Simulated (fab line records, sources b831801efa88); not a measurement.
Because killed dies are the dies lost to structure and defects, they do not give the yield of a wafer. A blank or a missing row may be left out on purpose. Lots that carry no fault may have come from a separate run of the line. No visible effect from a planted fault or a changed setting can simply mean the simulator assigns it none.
Chamber matching || flow sky130 || SKY_CAPM_CVD_00 on pecvd-02 has 3 sister chambers
The step deposits SiO2, target thk 15.5 nm. 6 wafers are shown with their chamber, then 8 later ones without.

== EACH WAFER AND ITS CHAMBER ==
{"wafer": "L093.2", "chamber": 2, "heater-power-w (W)": 749}
{"wafer": "L093.5", "chamber": 1, "heater-power-w (W)": 790}
{"wafer": "L095.1", "chamber": 0, "heater-power-w (W)": 566}
{"wafer": "L095.2", "chamber": 2, "heater-power-w (W)": 768}
{"wafer": "L095.3", "chamber": 1, "heater-power-w (W)": 760}
{"wafer": "L095.4", "chamber": 0, "heater-power-w (W)": 576}

== WAFERS WITHOUT THEIR CHAMBER ==
{"wafer": "L095.5", "heater-power-w (W)": 782}
{"wafer": "L095.6", "heater-power-w (W)": 753}
{"wafer": "L097.1", "heater-power-w (W)": 719}
{"wafer": "L097.2", "heater-power-w (W)": 799}
{"wafer": "L097.3", "heater-power-w (W)": 578}
{"wafer": "L097.4", "heater-power-w (W)": 742}
{"wafer": "L097.5", "heater-power-w (W)": 778}
{"wafer": "L097.6", "heater-power-w (W)": 563}

== THE CHAMBER EACH PASSED THROUGH ==
{"wafer": "L095.5", "from the rows above": "can't be placed: 1 or 2", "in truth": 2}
{"wafer": "L095.6", "from the rows above": "can't be placed: 2 or 1", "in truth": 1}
{"wafer": "L097.1", "from the rows above": "can't be placed: 2 or 1", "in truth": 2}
{"wafer": "L097.2", "from the rows above": "can't be placed: 1 or 2", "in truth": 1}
{"wafer": "L097.3", "from the rows above": 0, "in truth": 0}
{"wafer": "L097.4", "from the rows above": "can't be placed: 2 or 1", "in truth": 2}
{"wafer": "L097.5", "from the rows above": "can't be placed: 1 or 2", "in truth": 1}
{"wafer": "L097.6", "from the rows above": 0, "in truth": 0}
Placed correctly: 2 of 8. Can't be placed from these rows: 6 (the true chamber is among the candidates in 6). Placed wrongly: 0.
How it was worked out, from the rows above alone: a wafer's distance from a chamber is the root of the sum, over the readings, of the square of ((its reading less the chamber's mean) divided by the reading's scatter). The wafer belongs to the nearest chamber; if the next one is less than 2 further off, it can't be placed. The mean given for a chamber averages the wafers shown for that chamber. How the scatter is found: for the shown wafers, subtract from each reading the mean of its chamber, square and add these, divide the total by (wafers less chambers), then take the root.
